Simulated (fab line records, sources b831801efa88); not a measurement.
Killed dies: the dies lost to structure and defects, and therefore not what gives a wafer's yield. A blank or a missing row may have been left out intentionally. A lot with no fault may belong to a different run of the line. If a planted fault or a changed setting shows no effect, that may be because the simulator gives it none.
fab line records	flow sky130
record: lots: 11	wafers: 33	lastDay: 50
route steps=708 shown VIA4@650 PASSIVATION@681 PAD_OPEN@702
lots untouched by any fault: they come from a run of this same line in which no faults occurred
startH: the number of hours between the record's first day and the start of the first shown wafer of the lot	waitH: hours elapsed since this lot's preceding step	" as in the row above	L1.1+2: one row covering several wafers at once	- no value, or no start given	* or withheld: withheld	< > ~ a bound
route shown NAME@n: a module of which the file shows steps, and the number in the route of the first	usual: mean/standard deviation of fault-free wafers	same: alike in all rows	chamber/n: place in a boat	sites: readings site by site	_std_site: the standard deviation of these	_edge_site: mean of outer sites minus mean of inner sites	radiusMm: how far each site lies from the wafer's centre	mask NAME#n: copy n	behind: the tool/chamber that last shaped the wafer	hold: why the lot was held/for how many hours/how that ended	device: whichever transistor did not switch (one of n, p or np)	end of line: at the end of the route, the tests of the same wafers	where a step has no rows: the recipe by itself	killed: not the wafer's yield, but the dies lost to structure and defects at the first sort	map: a wafer's dies, x killed, . not, _ none there
set.NAME: setting as actually run; set.NAME@STEP: the setting as run at that earlier step	model.NAME: the simulator's own value behind a step, which no gauge read
one table for each step of the route and one row for each wafer, over a sample of lots
services: the hour from which a tool's chamber was out of use, counted from the record's first day as startH (under 0 if before that day), plus the number of hours and why
== steps ==
step: SKY_VIA4_OVL_MEAS_11
usual: VIA4_OVL: 0.0/1.5
lot.wafer	tool	chamber	startH	waitH	VIA4_OVL[nm]
L334.2	overlay-01	-	1005.36	0.1	1.5
L334.4	"	-	"	"	1.7
L334.5	"	-	"	"	3.5
L336.2	overlay-02	-	1015.94	0.1	-0.7
L336.4	"	-	"	"	-0.5
L336.5	"	-	"	"	-1.0
L337.2	overlay-02	-	1027.19	0.1	-0.4
L337.3	"	-	"	"	-2.1
L337.6	"	-	"	"	-0.7
L338.1	overlay-01	-	1041.58	0.1	2.7
L338.5	"	-	"	"	2.0
L338.6	"	-	"	"	2.7
L347.2	overlay-02	-	1109.06	0.1	1.0
L347.5	"	-	"	"	0.5
L347.6	"	-	"	"	-0.1
L348.2	overlay-01	-	1109.14	0.1	-0.8
L348.3	"	-	"	"	-1.0
L348.4	"	-	"	"	0.3
L350.2	overlay-01	-	1115.89	0.1	1.4
L350.3	"	-	"	"	1.7
L350.5	"	-	"	"	2.2
L352.1	overlay-02	-	1116.75	0.1	0.0
L352.5	"	-	"	"	0.2
L352.6	"	-	"	"	0.6
L354.2	overlay-01	-	1125.61	0.1	-1.6
L354.4	"	-	"	"	-1.2
L354.5	"	-	"	"	-3.1
L355.1	overlay-01	-	1137.68	0.1	-0.8
L355.2	"	-	"	"	-1.8
L355.6	"	-	"	"	0.6
L356.3	overlay-02	-	1144.32	0.1	-0.9
L356.5	"	-	"	"	-1.0
L356.6	"	-	"	"	-1.4
step: SKY_PASSIVATION_CVD_00
recipe: material: SiO2	targetThkNm: 90	tempC: 400	timeS: withheld	rfW: 600
usual: heaterPowerOuterW: 351/72	heaterPowerW: 635/90	rfFwdPowerW: 588/3.8
lot.wafer	tool	chamber	startH	waitH	heaterPowerOuterW	heaterPowerW	rfFwdPowerW
L334.2	pecvd-04	2	1030.70	0.0	335	586	588
L334.4	"	1	"	"	252	505	586
L334.5	"	2	"	"	330	616	586
L336.2	pecvd-04	1	1040.65	0.0	281	536	589
L336.4	"	2	"	"	336	587	585
L336.5	"	0	"	"	328	609	593
L337.2	pecvd-01	2	1051.36	0.0	326	559	591
L337.3	"	0	"	"	459	693	582
L337.6	"	2	"	"	323	580	593
L338.1	pecvd-04	1	1064.71	0.0	258	509	587
L338.5	"	2	"	"	255	523	587
L338.6	"	0	"	"	327	617	593
L347.2	pecvd-03	1	1130.02	0.0	257	548	587
L347.5	"	1	"	"	277	546	585
L347.6	"	0	"	"	417	762	589
L348.2	pecvd-03	1	1130.87	0.0	245	520	588
L348.3	"	2	"	"	396	716	585
L348.4	"	2	"	"	402	723	581
L350.2	pecvd-04	1	1137.59	0.0	299	572	588
L350.3	"	2	"	"	331	627	586
L350.5	"	1	"	"	292	561	589
L352.1	pecvd-03	0	1138.92	0.0	428	739	591
L352.5	"	2	"	"	392	740	585
L352.6	"	1	"	"	295	592	587
L354.2	pecvd-04	1	1147.47	0.0	314	577	592
L354.4	"	2	"	"	259	512	586
L354.5	"	0	"	"	283	552	593
L355.1	pecvd-04	1	1158.31	0.0	314	590	589
L355.2	"	2	"	"	276	545	583
L355.6	"	0	"	"	331	625	595
L356.3	pecvd-03	2	1165.18	0.0	330	655	588
L356.5	"	2	"	"	342	667	586
L356.6	"	1	"	"	282	573	584
step: SKY_PASSIVATION_CVD_02
recipe: material: Si3N4	targetThkNm: 540	tempC: 400	timeS: withheld	rfW: 450
usual: heaterPowerOuterW: 412/73	heaterPowerW: 710/94	rfFwdPowerW: 449.1/1.4
lot.wafer	tool	chamber	startH	waitH	heaterPowerOuterW	heaterPowerW	rfFwdPowerW
L334.2	pecvd-01	0	1030.78	0.0	515	765	448.1
L334.4	"	2	"	"	403	681	451.3
L334.5	"	0	"	"	401	609	446.2
L336.2	pecvd-01	0	1040.73	0.0	471	695	449.2
L336.4	"	0	"	"	490	724	452.2
L336.5	"	0	"	"	488	735	450.1
L337.2	pecvd-03	1	1051.44	0.0	346	650	448.2
L337.3	"	2	"	"	427	794	449.5
L337.6	"	1	"	"	361	680	448.2
L338.1	pecvd-01	2	1064.80	0.1	400	681	450.4
L338.5	"	1	"	"	489	854	449.8
L338.6	"	0	"	"	505	737	449.9
L347.2	pecvd-01	2	1130.10	0.0	424	684	451.2
L347.5	"	1	"	"	446	777	450.9
L347.6	"	2	"	"	443	726	449.8
L348.2	pecvd-01	1	1130.95	0.0	477	801	448.6
L348.3	"	1	"	"	504	827	447.4
L348.4	"	2	"	"	445	717	450.1
L350.2	pecvd-03	0	1137.67	0.0	426	758	449.7
L350.3	"	1	"	"	330	646	448.9
L350.5	"	0	"	"	473	815	449.0
L352.1	pecvd-01	2	1139.00	0.1	430	713	451.2
L352.5	"	2	"	"	352	604	450.9
L352.6	"	1	"	"	447	744	449.6
L354.2	pecvd-03	2	1147.55	0.0	439	810	448.9
L354.4	"	1	"	"	257	545	448.4
L354.5	"	2	"	"	458	804	446.9
L355.1	pecvd-01	2	1158.39	0.1	357	608	449.3
L355.2	"	1	"	"	443	776	448.9
L355.6	"	1	"	"	461	800	448.3
L356.3	pecvd-04	1	1165.26	0.0	341	612	448.8
L356.5	"	1	"	"	348	628	448.6
L356.6	"	0	"	"	277	550	449.3
step: SKY_PASSIVATION_THK_MEAS_03
recipe: reads: Si3N4_of_PASSIVATION_CVD_02
usual: PASSIVATION_CVD_02_THK: 542/7.7
lot.wafer	tool	chamber	startH	waitH	PASSIVATION_CVD_02_THK[nm]
L334.2	filmMetro-01	-	1031.02	-	531
L334.4	"	-	"	"	555
L334.5	"	-	"	"	543
L336.2	filmMetro-03	-	1041.08	-	885
L336.4	"	-	"	"	903
L336.5	"	-	"	"	907
L337.2	filmMetro-03	-	1051.68	-	541
L337.3	"	-	"	"	524
L337.6	"	-	"	"	545
L338.1	filmMetro-01	-	1065.02	-	559
L338.5	"	-	"	"	551
L338.6	"	-	"	"	905
L347.2	filmMetro-01	-	1130.45	-	546
L347.5	"	-	"	"	548
L347.6	"	-	"	"	552
L348.2	filmMetro-01	-	1131.30	-	540
L348.3	"	-	"	"	546
L348.4	"	-	"	"	556
L350.2	filmMetro-03	-	1137.91	-	535
L350.3	"	-	"	"	532
L350.5	"	-	"	"	542
L352.1	filmMetro-04	-	1139.34	-	535
L352.5	"	-	"	"	547
L352.6	"	-	"	"	546
L354.2	filmMetro-01	-	1147.79	-	542
L354.4	"	-	"	"	553
L354.5	"	-	"	"	545
L355.1	filmMetro-01	-	1158.62	-	537
L355.2	"	-	"	"	538
L355.6	"	-	"	"	540
L356.3	filmMetro-01	-	1165.51	-	533
L356.5	"	-	"	"	535
L356.6	"	-	"	"	542
step: SKY_PASSIVATION_ETCH_11
recipe: chemistry: CF4/O2	targetDepthNm: 725	stopOn: AlCu	sourceW: 800	biasW: 150	pressureMtorr: 150	cf4FlowSccm: 80	O2_flow_sccm: 10	timeS: 161.1
usual: biasW: 150.0/0.45	drypumpMotorCurrentA: 5.8/0.49	oesProductAu: 0.980/0.0072	rfFwdPowerW: 797.1/2.5	throttleValvePct: 5.965/0.0093
lot.wafer	tool	chamber	startH	waitH	biasW	drypumpMotorCurrentA	oesProductAu	rfFwdPowerW	rfHoursCounterH	throttleValvePct
L334.2	rieDiel-03	0	1052.48	-	149.5	5.8	0.971	796.8	15	5.969
L334.4	"	1	"	"	150.1	5.4	0.990	799.9	11	5.960
L334.5	"	1	"	"	150.2	5.4	0.979	799.1	-	5.956
L336.2	rieDiel-03	2	1062.23	-	150.2	5.1	1.008	796.0	21	5.972
L336.4	"	1	"	"	149.7	5.4	1.003	796.6	11	5.985
L336.5	"	0	"	"	149.7	5.8	1.004	796.2	-	5.963
L337.2	rieDiel-03	1	1072.84	-	150.0	5.4	0.980	797.6	12	5.944
L337.3	"	2	"	"	149.8	5.1	0.975	793.0	21	5.953
L337.6	"	3	"	"	149.0	6.3	0.992	793.9	-	5.968
L338.1	rieDiel-01	2	1085.54	-	150.4	6.3	0.982	802.3	23	5.979
L338.5	"	1	"	"	149.8	5.7	0.991	794.7	-	5.963
L338.6	"	0	"	"	149.8	5.5	0.987	796.9	-	5.955
L347.2	rieDiel-03	1	1148.06	-	150.4	5.4	0.975	794.5	14	5.978
L347.5	"	3	"	"	150.6	6.3	0.983	795.2	-	5.969
L347.6	"	2	"	"	150.7	5.1	0.991	797.4	-	5.970
L348.2	rieDiel-04	3	1149.66	-	150.1	4.9	0.976	794.9	24	5.981
L348.3	"	2	"	"	149.8	5.5	0.995	796.6	0	5.969
L348.4	"	2	"	"	150.0	5.5	0.994	794.6	-	5.964
L350.2	rieDiel-03	2	1155.46	-	150.2	5.1	0.976	795.7	24	5.967
L350.3	"	1	"	"	150.3	5.4	0.972	799.4	14	5.955
L350.5	"	1	"	"	150.6	5.4	0.985	795.0	-	5.947
L352.1	rieDiel-01	2	1157.78	-	150.4	6.3	0.980	798.2	26	5.953
L352.5	"	2	"	"	149.9	6.3	0.986	800.4	-	5.955
L352.6	"	3	"	"	150.1	6.3	0.985	792.8	-	5.971
L354.2	rieDiel-04	1	1165.76	-	150.0	6.3	0.979	799.9	16	5.962
L354.4	"	0	"	"	149.9	6.2	0.988	799.7	-	5.955
L354.5	"	1	"	"	149.8	6.3	0.980	796.5	-	5.968
L355.1	rieDiel-04	1	1175.81	-	150.1	6.3	0.975	794.7	16	5.953
L355.2	"	3	"	"	149.1	4.9	0.974	797.7	0	5.967
L355.6	"	2	"	"	150.1	5.5	0.977	800.8	-	5.963
L356.3	rieDiel-01	1	1182.36	-	150.4	5.7	0.976	793.1	27	5.967
L356.5	"	0	"	"	150.8	5.4	0.974	800.1	-	5.955
L356.6	"	3	"	"	149.5	6.3	0.977	796.9	-	5.980
step: SKY_PAD_OPEN_STRIP_08
recipe: chemistry: O2/N2	powerW: 1400	pressureMtorr: 1500	platenTempC: withheld	overashFraction: 0.7	o2FlowSccm: 3000	n2FlowSccm: 300
usual: drypumpMotorCurrentA: 5.5/0.38	oesProductAu: 0.663/0.0044	stripTimeToEndpointS: 37.05/0.098
lot.wafer	tool	chamber	startH	waitH	drypumpMotorCurrentA	oesProductAu	rfHoursCounterH	stripTimeToEndpointS
L334.2	plasmaAsher-03	1	1073.49	0.1	5.9	0.670	67	37.08
L334.4	"	1	"	"	5.9	0.658	-	37.05
L334.5	"	1	"	"	5.9	0.662	-	37.04
L336.2	plasmaAsher-02	1	1083.64	0.1	5.0	0.662	34	37.06
L336.4	"	1	"	"	4.9	0.665	-	36.97
L336.5	"	1	"	"	5.0	0.664	-	37.01
L337.2	plasmaAsher-01	1	1093.69	0.1	5.8	0.665	92	37.13
L337.3	"	1	"	"	5.8	0.670	-	37.03
L337.6	"	0	"	"	5.3	0.666	-	37.02
L338.1	plasmaAsher-01	1	1104.81	0.1	5.8	0.674	93	37.13
L338.5	"	1	"	"	5.8	0.661	-	37.14
L338.6	"	0	"	"	5.3	0.670	-	37.10
L347.2	plasmaAsher-01	1	1166.44	0.1	5.8	0.666	99	37.02
L347.5	"	1	"	"	5.8	0.664	-	36.91
L347.6	"	0	"	"	5.3	0.663	-	36.93
L348.2	plasmaAsher-03	1	1167.67	0.1	5.9	0.662	76	37.17
L348.3	"	1	"	"	6.0	0.663	-	37.20
L348.4	"	0	"	"	5.8	0.664	-	37.11
L350.2	plasmaAsher-02	1	1173.77	0.1	4.9	0.661	42	36.86
L350.3	"	1	"	"	4.9	0.660	-	37.04
L350.5	"	0	"	"	5.0	0.663	-	37.03
L352.1	plasmaAsher-02	1	1175.62	0.1	4.9	0.661	43	37.08
L352.5	"	0	"	"	5.0	0.665	-	37.02
L352.6	"	1	"	"	4.9	0.659	-	37.14
L354.2	plasmaAsher-01	0	1182.74	0.1	5.3	0.662	101	37.15
L354.4	"	1	"	"	5.8	0.668	-	37.07
L354.5	"	0	"	"	5.3	0.658	-	37.12
L355.1	plasmaAsher-01	0	1191.74	0.1	5.3	0.652	102	37.03
L355.2	"	1	"	"	5.8	0.662	102	37.10
L355.6	"	0	"	"	5.4	0.668	-	36.96
L356.3	plasmaAsher-01	0	1197.98	0.1	5.4	0.660	-	36.95
L356.5	"	1	"	"	5.8	0.664	-	37.06
L356.6	"	0	"	"	5.3	0.664	-	37.14
step: SKY_PAD_OPEN_PROBE_99
usual: defectLimitedYield: 82.5/1.8	killed_at_M0_to_M3: 43/6.5	killed_at_M4_up: 3.1/1.8	killedAtContacts: 24/4.8	killedAtFrontEnd: 15/4.7	killedAtOther: 0.3/0.58	killedDies: 86/8.6	killedOpen: 47/6.7	killedShort: 39/6.1
same: grossDies: 492	killedAtBackSide: 0
lot.wafer	tool	chamber	startH	waitH	defectLimitedYield[%]	killed_at_M0_to_M3	killed_at_M4_up	killedAtContacts	killedAtFrontEnd	killedAtOther	killedDies	killedOpen	killedShort
L334.2	prober-01	-	1075.75	0.1	82.3	41	4	26	15	1	87	49	38
L334.4	prober-01	-	1075.85	0.2	85.4	31	4	23	14	0	72	34	38
L334.5	prober-01	-	1075.90	0.2	79.1	48	2	34	17	2	103	58	45
L336.2	prober-02	-	1085.94	0.1	79.7	48	4	27	21	0	100	62	38
L336.4	prober-02	-	1086.04	0.2	80.1	46	5	31	16	0	98	55	43
L336.5	prober-02	-	1086.09	0.2	79.7	46	1	29	24	0	100	59	41
L337.2	prober-01	-	1095.96	0.1	81.5	43	6	29	13	0	91	55	36
L337.3	prober-01	-	1096.01	0.2	83.7	34	0	32	12	2	80	49	31
L337.6	prober-01	-	1096.16	0.2	82.7	46	2	26	11	0	85	45	40
L338.1	prober-02	-	1107.06	0.1	81.5	44	2	30	14	1	91	47	44
L338.5	prober-02	-	1107.26	0.2	79.9	48	6	33	12	0	99	54	45
L338.6	prober-02	-	1107.31	0.2	83.7	40	2	25	13	0	80	50	30
L347.2	prober-01	-	1168.75	0.1	83.7	48	3	19	10	0	80	47	33
L347.5	prober-01	-	1168.90	0.2	80.1	61	2	26	9	0	98	53	45
L347.6	prober-01	-	1168.95	0.2	82.3	49	6	18	14	0	87	47	40
L348.2	prober-01	-	1169.98	0.1	82.3	55	0	18	14	0	87	49	38
L348.3	prober-01	-	1170.03	0.2	79.3	53	6	23	20	0	102	59	43
L348.4	prober-01	-	1170.08	0.2	82.5	35	3	35	13	0	86	50	36
L350.2	prober-01	-	1176.09	0.1	81.1	53	0	23	17	0	93	51	42
L350.3	prober-01	-	1176.14	0.2	84.3	49	2	13	11	2	77	44	33
L350.5	prober-01	-	1176.24	0.2	84.8	36	5	21	12	1	75	37	38
L352.1	prober-01	-	1177.89	0.1	83.7	38	1	27	14	0	80	39	41
L352.5	prober-01	-	1178.09	0.2	82.9	35	3	28	18	0	84	48	36
L352.6	prober-01	-	1178.14	0.2	84.1	34	3	25	16	0	78	47	31
L354.2	prober-01	-	1185.02	0.1	82.3	55	2	24	6	0	87	52	35
L354.4	prober-01	-	1185.12	0.2	84.3	44	2	17	14	0	77	43	34
L354.5	prober-01	-	1185.17	0.2	84.1	40	6	15	17	0	78	47	31
L355.1	prober-02	-	1193.96	0.1	81.1	49	3	25	15	1	93	49	44
L355.2	prober-02	-	1194.01	0.1	83.5	30	1	28	21	1	81	53	28
L355.6	prober-02	-	1194.21	0.2	82.7	35	6	31	13	0	85	55	30
L356.3	prober-01	-	1200.29	0.2	85.0	38	4	19	13	0	74	45	29
L356.5	prober-01	-	1200.39	0.2	84.1	39	4	23	12	0	78	49	29
L356.6	prober-01	-	1200.44	0.2	83.5	46	3	19	13	0	81	41	40
killed by level:class
L334.2 CONTACT:geometricParticle:open=8 VIA1:geometricParticle:open=8 LI_CONTACT:geometricParticle:open=7 POLY_GATE:geometricParticle:open=5 LOCAL_INTERCONNECT:geometricParticle:short=5 VIA2:geometricParticle:open=4 POLY_GATE:geometricParticle:short=4 METAL2:geometricParticle:short=4
L334.4 VIA1:geometricParticle:open=10 METAL2:geometricParticle:short=7 LI_CONTACT:geometricParticle:open=7 LOCAL_INTERCONNECT:geometricParticle:short=5 CONTACT:geometricParticle:open=5 POLY_GATE:geometricParticle:short=4 CONTACT:geometricParticle:short=4 FIELD_ISO:geometricParticle:open=3
L334.5 VIA3:geometricParticle:open=15 VIA1:geometricParticle:open=11 LOCAL_INTERCONNECT:geometricParticle:short=9 LI_CONTACT:geometricParticle:open=8 CONTACT:geometricParticle:open=7 FIELD_ISO:geometricParticle:short=6 LI_CONTACT:geometricParticle:short=6 FIELD_ISO:geometricParticle:open=5
L336.2 VIA1:geometricParticle:open=15 LI_CONTACT:geometricParticle:open=10 POLY_GATE:geometricParticle:open=8 VIA3:geometricParticle:open=7 CONTACT:geometricParticle:open=6 VIA2:geometricParticle:open=6 FIELD_ISO:geometricParticle:short=5 LOCAL_INTERCONNECT:geometricParticle:short=5
L336.4 CONTACT:geometricParticle:open=13 VIA3:geometricParticle:open=10 LI_CONTACT:geometricParticle:open=9 CONTACT:geometricParticle:short=7 POLY_GATE:geometricParticle:open=6 VIA1:geometricParticle:open=6 VIA2:geometricParticle:short=6 VIA1:geometricParticle:short=5
L336.5 CONTACT:geometricParticle:open=15 VIA1:geometricParticle:open=11 LI_CONTACT:geometricParticle:open=9 VIA1:geometricParticle:short=9 VIA3:geometricParticle:open=8 FIELD_ISO:geometricParticle:short=7 FIELD_ISO:geometricParticle:open=7 METAL2:geometricParticle:short=5
L337.2 VIA1:geometricParticle:open=19 CONTACT:geometricParticle:open=11 LI_CONTACT:geometricParticle:open=7 POLY_GATE:geometricParticle:open=4 CONTACT:geometricParticle:short=4 LOCAL_INTERCONNECT:geometricParticle:short=4 METAL1:geometricParticle:short=4 VIA3:geometricParticle:open=4
L337.3 CONTACT:geometricParticle:open=15 VIA1:geometricParticle:open=10 VIA1:geometricParticle:short=7 LI_CONTACT:geometricParticle:open=6 POLY_GATE:geometricParticle:open=5 VIA2:geometricParticle:open=5 CONTACT:geometricParticle:short=4 LOCAL_INTERCONNECT:geometricParticle:short=4
L337.6 VIA2:geometricParticle:open=10 VIA1:geometricParticle:open=8 LOCAL_INTERCONNECT:geometricParticle:short=8 VIA3:geometricParticle:open=7 CONTACT:geometricParticle:open=7 POLY_GATE:geometricParticle:short=6 VIA1:geometricParticle:short=6 METAL2:geometricParticle:short=6
L338.1 CONTACT:geometricParticle:open=10 VIA2:geometricParticle:open=9 LI_CONTACT:geometricParticle:open=8 CONTACT:geometricParticle:short=7 METAL2:geometricParticle:short=7 FIELD_ISO:geometricParticle:short=5 METAL1:geometricParticle:short=5 VIA1:geometricParticle:open=5
L338.5 LI_CONTACT:geometricParticle:open=14 CONTACT:geometricParticle:open=9 VIA3:geometricParticle:open=8 VIA1:geometricParticle:open=7 VIA2:geometricParticle:open=7 METAL1:geometricParticle:short=5 LOCAL_INTERCONNECT:geometricParticle:short=4 CONTACT:geometricParticle:short=4
L338.6 CONTACT:geometricParticle:open=10 VIA1:geometricParticle:open=10 LI_CONTACT:geometricParticle:open=8 VIA2:geometricParticle:open=8 METAL1:geometricParticle:short=7 FIELD_ISO:geometricParticle:open=6 METAL2:geometricParticle:short=5 POLY_GATE:geometricParticle:short=3
L347.2 VIA1:geometricParticle:open=17 VIA2:geometricParticle:open=8 VIA1:geometricParticle:short=6 LI_CONTACT:geometricParticle:open=5 CONTACT:geometricParticle:short=5 VIA3:geometricParticle:open=5 CONTACT:geometricParticle:open=4 FIELD_ISO:geometricParticle:short=3
L347.5 VIA1:geometricParticle:open=17 CONTACT:geometricParticle:open=9 VIA2:geometricParticle:open=8 CONTACT:geometricParticle:short=6 VIA3:geometricParticle:open=6 LOCAL_INTERCONNECT:geometricParticle:short=5 METAL1:geometricParticle:short=5 METAL2:geometricParticle:short=5
L347.6 VIA1:geometricParticle:open=11 VIA1:geometricParticle:short=6 LI_CONTACT:geometricParticle:open=6 METAL1:geometricParticle:short=6 METAL2:geometricParticle:short=5 CONTACT:geometricParticle:open=4 POLY_GATE:geometricParticle:open=4 POLY_GATE:geometricParticle:short=4
L348.2 VIA1:geometricParticle:open=14 METAL2:geometricParticle:short=13 CONTACT:geometricParticle:open=10 VIA3:geometricParticle:open=8 METAL1:geometricParticle:short=5 POLY_GATE:geometricParticle:short=4 VIA2:geometricParticle:open=4 VIA3:geometricParticle:short=4
L348.3 CONTACT:geometricParticle:open=10 VIA1:geometricParticle:open=10 VIA2:geometricParticle:open=9 VIA1:geometricParticle:short=6 POLY_GATE:geometricParticle:open=5 LI_CONTACT:geometricParticle:open=5 METAL3:geometricParticle:short=5 METAL4:geometricParticle:short=5
L348.4 LI_CONTACT:geometricParticle:open=9 CONTACT:geometricParticle:open=9 VIA2:geometricParticle:open=8 LOCAL_INTERCONNECT:geometricParticle:short=7 VIA1:geometricParticle:open=7 VIA3:geometricParticle:open=6 FIELD_ISO:geometricParticle:short=4 LI_CONTACT:geometricParticle:short=4
L350.2 VIA1:geometricParticle:open=13 LI_CONTACT:geometricParticle:open=8 METAL2:geometricParticle:short=6 VIA1:geometricParticle:short=6 METAL1:geometricParticle:short=6 METAL1:geometricParticle:open=5 VIA3:geometricParticle:open=5 FIELD_ISO:geometricParticle:open=4
L350.3 VIA1:geometricParticle:open=10 METAL1:geometricParticle:short=9 VIA2:geometricParticle:open=9 CONTACT:geometricParticle:open=8 POLY_GATE:geometricParticle:open=5 VIA2:geometricParticle:short=5 VIA3:geometricParticle:open=5 POLY_GATE:geometricParticle:short=4
L350.5 VIA1:geometricParticle:open=7 CONTACT:geometricParticle:open=6 VIA3:geometricParticle:open=6 VIA1:geometricParticle:short=5 POLY_GATE:geometricParticle:short=4 METAL4:geometricParticle:short=4 LI_CONTACT:geometricParticle:open=4 CONTACT:geometricParticle:short=4
L352.1 CONTACT:geometricParticle:short=9 CONTACT:geometricParticle:open=8 METAL2:geometricParticle:short=8 METAL1:geometricParticle:short=7 VIA2:geometricParticle:open=7 LI_CONTACT:geometricParticle:open=6 VIA3:geometricParticle:open=5 FIELD_ISO:geometricParticle:open=3
L352.5 VIA1:geometricParticle:open=11 CONTACT:geometricParticle:open=9 LI_CONTACT:geometricParticle:open=7 CONTACT:geometricParticle:short=7 VIA3:geometricParticle:open=6 POLY_GATE:geometricParticle:short=6 METAL1:geometricParticle:short=5 VIA3:geometricParticle:short=4
L352.6 CONTACT:geometricParticle:open=10 VIA1:geometricParticle:open=10 CONTACT:geometricParticle:short=7 POLY_GATE:geometricParticle:short=6 VIA3:geometricParticle:open=5 FIELD_ISO:geometricParticle:open=4 LI_CONTACT:geometricParticle:open=4 VIA1:geometricParticle:short=4
L354.2 VIA1:geometricParticle:open=20 LI_CONTACT:geometricParticle:open=9 CONTACT:geometricParticle:open=8 VIA1:geometricParticle:short=7 VIA3:geometricParticle:open=7 METAL3:geometricParticle:short=5 LI_CONTACT:geometricParticle:short=4 METAL2:geometricParticle:short=4
L354.4 VIA1:geometricParticle:open=11 METAL2:geometricParticle:short=7 CONTACT:geometricParticle:open=6 VIA3:geometricParticle:open=6 VIA2:geometricParticle:open=6 POLY_GATE:geometricParticle:short=5 POLY_GATE:geometricParticle:open=3 LI_CONTACT:geometricParticle:open=3
L354.5 VIA1:geometricParticle:open=10 VIA3:geometricParticle:open=8 VIA2:geometricParticle:open=7 FIELD_ISO:geometricParticle:open=6 LI_CONTACT:geometricParticle:open=6 FIELD_ISO:geometricParticle:short=4 VIA2:geometricParticle:short=4 METAL4:geometricParticle:short=4
L355.1 METAL1:geometricParticle:short=10 VIA1:geometricParticle:open=9 CONTACT:geometricParticle:open=8 POLY_GATE:geometricParticle:open=7 VIA3:geometricParticle:open=7 LOCAL_INTERCONNECT:geometricParticle:short=6 VIA2:geometricParticle:open=6 CONTACT:geometricParticle:short=5
L355.2 CONTACT:geometricParticle:open=13 FIELD_ISO:geometricParticle:open=8 VIA1:geometricParticle:open=7 POLY_GATE:geometricParticle:short=6 LI_CONTACT:geometricParticle:open=6 VIA3:geometricParticle:open=5 LOCAL_INTERCONNECT:geometricParticle:short=4 CONTACT:geometricParticle:short=4
L355.6 CONTACT:geometricParticle:open=15 VIA3:geometricParticle:open=9 VIA2:geometricParticle:open=8 LI_CONTACT:geometricParticle:open=6 METAL1:geometricParticle:short=6 CONTACT:geometricParticle:short=5 VIA1:geometricParticle:open=5 FIELD_ISO:geometricParticle:open=4
L356.3 VIA1:geometricParticle:open=9 CONTACT:geometricParticle:short=6 CONTACT:geometricParticle:open=5 VIA2:geometricParticle:open=5 POLY_GATE:geometricParticle:open=4 METAL1:geometricParticle:short=4 VIA3:geometricParticle:open=4 VIA2:geometricParticle:short=3
L356.5 VIA1:geometricParticle:open=12 CONTACT:geometricParticle:open=10 METAL2:geometricParticle:short=8 FIELD_ISO:geometricParticle:open=5 LI_CONTACT:geometricParticle:open=5 VIA1:geometricParticle:short=5 VIA3:geometricParticle:open=5 VIA2:geometricParticle:short=4
L356.6 VIA1:geometricParticle:open=12 VIA2:geometricParticle:short=6 VIA1:geometricParticle:short=6 LI_CONTACT:geometricParticle:open=6 LOCAL_INTERCONNECT:geometricParticle:short=5 METAL2:geometricParticle:short=5 VIA3:geometricParticle:open=5 POLY_GATE:geometricParticle:short=4
== services ==
tool	chamber	startH	hours	kind
plasmaAsher-02	-	1008.19	2.8	pm
plasmaAsher-01	-	1018.19	0.9	repair
rieDiel-03	0	1018.39	5.8	repair
rieDiel-03	-	1018.99	14.6	pm
rieDiel-01	2	1024.00	14.9	repair
pecvd-01	2	1038.91	5.5	scheduledDown
pecvd-01	2	1047.27	2.1	scheduledDown
rieDiel-04	-	1049.38	1.0	repair
rieDiel-04	0	1054.29	12.6	repair
rieDiel-04	1	1056.12	11.0	repair
pecvd-01	-	1057.22	6.0	pm
plasmaAsher-02	-	1063.33	0.8	repair
pecvd-03	2	1064.44	5.5	scheduledDown
rieDiel-04	0	1089.42	28.3	repair
rieDiel-03	3	1106.37	6.4	repair
rieDiel-03	-	1118.40	0.5	repair
pecvd-01	0	1123.57	16.5	scheduledDown
pecvd-01	-	1135.25	0.5	repair
rieDiel-04	1	1145.81	6.0	repair
rieDiel-03	3	1165.81	2.8	repair
rieDiel-04	1	1178.94	4.8	repair
pecvd-03	0	1180.62	-	clean
pecvd-03	2	1192.36	4.4	repair
pecvd-01	2	1193.84	4.2	repair
== key ==
firstSign: step: SKY_PASSIVATION_THK_MEAS_03	reading: PASSIVATION_CVD_02_THK	direction: up	sigmas: 46	usual: 542	struck: 900
effect none on later readings
metAt SKY_PASSIVATION_CVD_02
struckLots L336,L338
struckWafers L336.2,L336.4,L336.5,L338.6
notActingAt SKY_VIA4_OVL_MEAS_11,SKY_PASSIVATION_CVD_00,SKY_PAD_OPEN_STRIP_08
onsetBetween 1030.78 1040.73
fault: kind: processParameterDrift	tool: pecvd-01	chamber: 0	onsetH: 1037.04	steps: SKY_PASSIVATION_CVD_02	channel: timeS	offset: withheld	shape: step	endH: 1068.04	actsIn: *
